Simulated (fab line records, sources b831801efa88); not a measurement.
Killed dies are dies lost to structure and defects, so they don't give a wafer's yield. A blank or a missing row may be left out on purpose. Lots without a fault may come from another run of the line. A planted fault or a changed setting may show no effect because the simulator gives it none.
A struck lot beside a sound one | flow sky130 | 44 steps out of a route of 708
Sound: wafers L521.1, L521.4, L521.5. Struck: wafers L526.1, L526.3, L526.6. The cause comes at the end.
At each step with rows: each side's tool, then ch and its chambers, then its first start. Under that, the readings that differ: sound wafers | struck wafers | difference of the means | sigmas: that difference in standard deviations of wafers without a fault.
alike: readings whose means differ by less than 2 such deviations, and words and numbers that are the same on both sides. not compared: withheld readings, readings that some wafer has no value for, bounds like >300 that may hide the same value, and numbers for which the record gives no deviation and whose values overlap.
The two part at a step that has a row with sigmas, a row that says differs or no value, or rows on one side only. Numbers that don't overlap but have no deviation are shown without sigmas and don't part them. A reading that every wafer of one side lacks parts them only if that side has two wafers or more.

first, 1 step without rows for these wafers: SKY_SONOS_ONO_CVD_04 (deposits SiO2 from SiH4/N2O, target thk 5.7199 nm).
SKY_SONOS_ONO_THK_MEAS_05:
  sound on film_metro-01, day 15 16:47; struck on film_metro-03, day 16 23:16
  alike: SONOS_ONO_CVD_04_THK
then, 7 steps without rows for these wafers: SKY_SONOS_ONO_DEHYDRATE_06 (time 60 s); SKY_SONOS_ONO_HMDS_07 (prime time 60 s); SKY_SONOS_ONO_COAT_08 (resist thk 1140 nm); SKY_SONOS_ONO_SOFTBAKE_09 (time 60 s); SKY_SONOS_ONO_EXPOSE_10 (exposes mask ONOM, target cd 410 nm); SKY_SONOS_ONO_PEB_11; SKY_SONOS_ONO_DEVELOP_12 (develop time 60 s).
SKY_SONOS_ONO_CD_MEAS_13: target cd 410 nm.
  sound on cd_sem-01, day 16 20:37; struck on cd_sem-01, day 18 04:06
  alike: cd_nm
SKY_SONOS_ONO_OVL_MEAS_14:
  sound on overlay-01, day 16 20:44; struck on overlay-02, day 18 04:13
  alike: SONOS_ONO_OVL
SKY_SONOS_ONO_ETCH_15: etches the open film in CHF3/O2, target depth 19.52 nm, time 7.8 s.
  sound on rie_diel-03 ch 0,1,3, day 16 20:46; struck on rie_diel-03 ch 0,2, day 18 04:16
  alike: drypump_motor_current_A, oes_product_au, throttle_valve_pct
  not compared: rf_hours_counter_h
SKY_SONOS_ONO_WET_ETCH_16: etches SiO2 in dHF, target depth 14 nm, time 280 s.
  sound on wet_bench-02 ch 1, day 16 20:47; struck on wet_bench-01 ch 0, day 18 04:17
  reading                                    | sound           | struck            | difference | sigmas
  run_length_s (s)                           | 306 306 306     | 117 117 117       | -189       | -57
  model.SiO2_of_FIELD_ISO_CVD_24.thk_nm (nm) | 384 382.4 384.1 | 393.3 391.9 393.1 | +9.3       |
SKY_SONOS_ONO_STRIP_17: strips in O2/N2.
  sound on plasma_asher-02 ch 0,1, day 16 20:52; struck on plasma_asher-02 ch 0,1, day 18 04:23
  alike: drypump_motor_current_A, oes_product_au, strip_time_to_endpoint_s
  not compared: rf_hours_counter_h
then, 3 steps without rows for these wafers: SKY_SONOS_ONO_WET_ETCH_18 (etches Si3N4 in H3PO4, target depth 15 nm, time 172 s); SKY_GATE_OXIDE_CLEAN_00 (cleans in SC1/SC2, time 150 s); SKY_GATE_OXIDE_OXIDATION_01 (stabilise 600 s, purge 300 s, target thk 10.268 nm).
SKY_GATE_OXIDE_THK_MEAS_02:
  sound on film_metro-04, day 16 23:02; struck on film_metro-02, day 18 07:14
  alike: GATE_OXIDE_OXIDATION_00_THK
then, 7 steps without rows for these wafers: SKY_GATE_OXIDE_DEHYDRATE_03 (time 60 s); SKY_GATE_OXIDE_HMDS_04 (prime time 60 s); SKY_GATE_OXIDE_COAT_05 (resist thk 1140 nm); SKY_GATE_OXIDE_SOFTBAKE_06 (time 60 s); SKY_GATE_OXIDE_EXPOSE_07 (exposes mask LVOM, target cd 600 nm); SKY_GATE_OXIDE_PEB_08; SKY_GATE_OXIDE_DEVELOP_09 (develop time 60 s).
SKY_GATE_OXIDE_OVL_MEAS_10:
  sound on overlay-01, day 18 03:49; struck on overlay-02, day 19 13:39
  reading             | sound       | struck         | difference | sigmas
  GATE_OXIDE_OVL (nm) | 1.2 2.3 1.4 | -1.3 -2.7 -0.9 | -3.3       | -3
then, 2 steps without rows for these wafers: SKY_GATE_OXIDE_IMPLANT_11; SKY_GATE_OXIDE_WET_ETCH_12 (etches SiO2 in dHF, target depth 16.8 nm, time 336 s).
SKY_GATE_OXIDE_STRIP_13: strips in O2/N2.
  sound on plasma_asher-01 ch 0,1, day 18 04:05; struck on plasma_asher-04 ch 0, day 19 13:56
  reading                      | sound             | struck            | difference | sigmas
  oes_product_au (a.u.)        | 0.708 0.707 0.719 | 0.722 0.720 0.721 | +0.010     | +2
  strip_time_to_endpoint_s (s) | 14.14 14.12 14.12 | 14.23 14.23 14.19 | +0.09      | +2
  alike: drypump_motor_current_A
  not compared: rf_hours_counter_h
SKY_GATE_OXIDE_TW_MEAS_14:
  sound on film_metro-04, day 18 04:11; struck on film_metro-04, day 19 14:02
  alike: GATE_OXIDE_TW
then, 3 steps without rows for these wafers: SKY_GATE_OXIDE_CLEAN_15 (cleans in SC1/SC2, time 150 s); SKY_GATE_OXIDE_OXIDATION_16 (stabilise 600 s, purge 300 s, target thk 3.57 nm); SKY_POLY_GATE_CVD_00 (deposits poly-Si, target thk 180 nm, time 720 s).
SKY_POLY_GATE_THK_MEAS_01:
  sound on film_metro-03, day 18 07:02; struck on film_metro-04, day 19 17:15
  alike: POLY_GATE_CVD_00_THK
then, 8 steps without rows for these wafers: SKY_RES_PROTECT_DEHYDRATE_00 (time 60 s); SKY_RES_PROTECT_HMDS_01 (prime time 60 s); SKY_RES_PROTECT_COAT_02 (resist thk 1140 nm); SKY_RES_PROTECT_SOFTBAKE_03 (time 60 s); SKY_RES_PROTECT_EXPOSE_04 (exposes mask RPM, target cd 1270 nm); SKY_RES_PROTECT_PEB_05; SKY_RES_PROTECT_DEVELOP_06 (develop time 60 s); SKY_POLY_GATE_IMPLANT_02.
-- the record jumps here: 14 days lie between the struck wafers' starts before and after (it left off in module POLY_GATE and takes up again in module SALICIDE, whose first step shown is number 361 of the route) --
SKY_SALICIDE_CLEAN_00: cleans in HF-last, time 30 s.
  sound on wet_bench-04 ch 1, day 32 06:02; struck on wet_bench-01 ch 3, day 33 16:17
  reading                                    | sound             | struck            | difference | sigmas
  model.SiO2_of_FIELD_ISO_CVD_24.thk_nm (nm) | 358.6 356.9 358.6 | 367.9 366.5 367.5 | +9.3       |
-- the record jumps here: 16 days lie between the struck wafers' starts before and after (it left off in module SALICIDE and takes up again in module PAD_OPEN, whose first step shown is number 708 of the route) --
SKY_PAD_OPEN_PROBE_99:
  sound on prober-01, day 48 18:18; struck on prober-01, day 49 20:22
  reading         | sound | struck | difference | sigmas
  killed_at_other | 1 0 3 | 0 0 0  | -1         | -2
  alike: killed_at_M0_to_M3, killed_at_M4_up, killed_at_contacts, killed_at_front_end, killed_dies, killed_open, killed_short
  not compared: model.etest.cap_li_to_poly.c_af_um2, model.etest.field_n.vt_v, model.etest.sram_nfet_pass.off_log10_a_um, model.etest.sram_nfet_pass.vt_sat_v, model.etest.sram_nfet_pass.vt_v, model.etest.pfet_01v8_lvt.body_rise_v

WHERE THEY PART
First at SKY_SONOS_ONO_WET_ETCH_16; last, within this record, at SKY_PAD_OPEN_PROBE_99.

WHY: what the simulator had put in
Process parameter drift: wet_bench-01, from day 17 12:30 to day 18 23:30, at SKY_SONOS_ONO_WET_ETCH_16. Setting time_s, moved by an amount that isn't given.
